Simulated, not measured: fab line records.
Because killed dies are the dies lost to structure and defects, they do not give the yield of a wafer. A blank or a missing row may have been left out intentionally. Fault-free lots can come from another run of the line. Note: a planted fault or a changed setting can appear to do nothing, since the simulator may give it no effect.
The same fault as seen by 2 desks :: flow gf180mcu :: what lay behind the numbers comes last; until then each desk has only its own

THE TOOL OWNER'S DESK: implanter-02
GF_MVPSD_IMPLANT_08, tool's own readings: per-lot mean of the sampled wafers with a number, covering each lot this tool ran. Marked OUT: a lot whose mean sits more than 4 standard deviations from the usual mean, which makes it out of limits; the brackets give that distance.
Columns: A = beam energy keV at GF_MVPSD_IMPLANT_08, usual 169.99; B = beam on s at GF_MVPSD_IMPLANT_08, usual 10.00 s; C = faraday current uA at GF_MVPSD_IMPLANT_08, usual 84.6
lot: L171
first seen here: day 4 23:50
A: 170.00
B: 10.13
C: 83.9

lot: L172
first seen here: day 5 08:50
A: 169.98
B: 10.04
C: 84.2

lot: L174
first seen here: day 5 19:09
A: 169.97
B: 9.98
C: 84.9

lot: L175
first seen here: day 6 00:51
A: 170.02
B: 9.96
C: 84.9

lot: L179
first seen here: day 6 23:52
A: 169.92
B: 9.92
C: 85.4

lot: L182
first seen here: day 7 17:49
A: 169.93
B: 10.99 (+4.5) OUT
C: 76.7 (-4.4) OUT
This desk finds L182 out of limits, L182 being first, at day 7 17:49 (beam on s at GF_MVPSD_IMPLANT_08). Within limits: L171, L172, L174, L175, L179.

AT THE METROLOGY DESK
Lot by lot, what the gauges showed, no matter which tool ran the lot: averages of those sampled wafers that carry a number. Marked OUT: a lot whose mean sits more than 4 standard deviations from the usual mean, which makes it out of limits; the brackets give that distance.
Columns: A = MVPSD_RS at GF_VT_IMPLANT_RS_MEAS_49, usual 1167.6 ohm/sq; B = DUAL_GATE_OVL at GF_DUAL_GATE_OVL_MEAS_11, usual 0.1 nm; C = HV_LDD_2_TW at GF_HV_LDD_TW_MEAS_23, usual 1062
lot: L171
first seen here: day 7 11:58
A: 1166.4
B: -0.2
C: 1064

lot: L172
first seen here: day 7 23:38
A: 1168.2
B: 1.8
C: 1068

lot: L173
first seen here: day 8 03:56
A: 1171.1
B: 0.9
C: 1053

lot: L174
first seen here: day 8 09:53
A: 1164.1
B: -0.6
C: 1053

lot: L175
first seen here: day 8 17:56
A: 1166.8
B: 0.4
C: 1060

lot: L176
first seen here: day 9 00:17
A: 1168.7
B: 0.7
C: 1059

lot: L177
first seen here: day 9 06:33
A: 1168.9
B: 1.1
C: 1056

lot: L178
first seen here: day 9 14:12
A: 1164.9
B: 0.4
C: 1056

lot: L179
first seen here: day 9 20:07
A: 1168.5
B: 0.9
C: 1061

lot: L182
first seen here: day 10 16:19
A: 1135.5 (-13) OUT
B: 1.9
C: 1055

lot: L183
first seen here: day 11 01:01
A: 1169.7
B: -0.8
C: 1054

lot: L194
first seen here: day 14 09:50
A: 1171.3
B: 2.7
C: 1061
This desk's finding: out of limits on L182; first on L182, day 10 16:19 (MVPSD_RS at GF_VT_IMPLANT_RS_MEAS_49). Within limits: L171, L172, L173, L174, L175, L176, L177, L178, L179, L183, L194.

ALL TOGETHER
On L182, at day 7 17:49, an alarm was possible from the tool owner's desk.
An alarm was possible from the metrology desk at day 10 16:19, on L182.
All the named lots went through GF_MVPSD_IMPLANT_08 on implanter-02.

WHAT THE SIMULATOR HAD INSERTED
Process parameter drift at GF_MVPSD_IMPLANT_08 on implanter-02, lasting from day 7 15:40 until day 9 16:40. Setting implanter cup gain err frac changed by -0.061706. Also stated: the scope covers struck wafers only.
Lots struck among those shown: L182.
Hours from the fault's start to each desk's first reading out of limits: the tool owner's desk, 2; the metrology desk, 73.
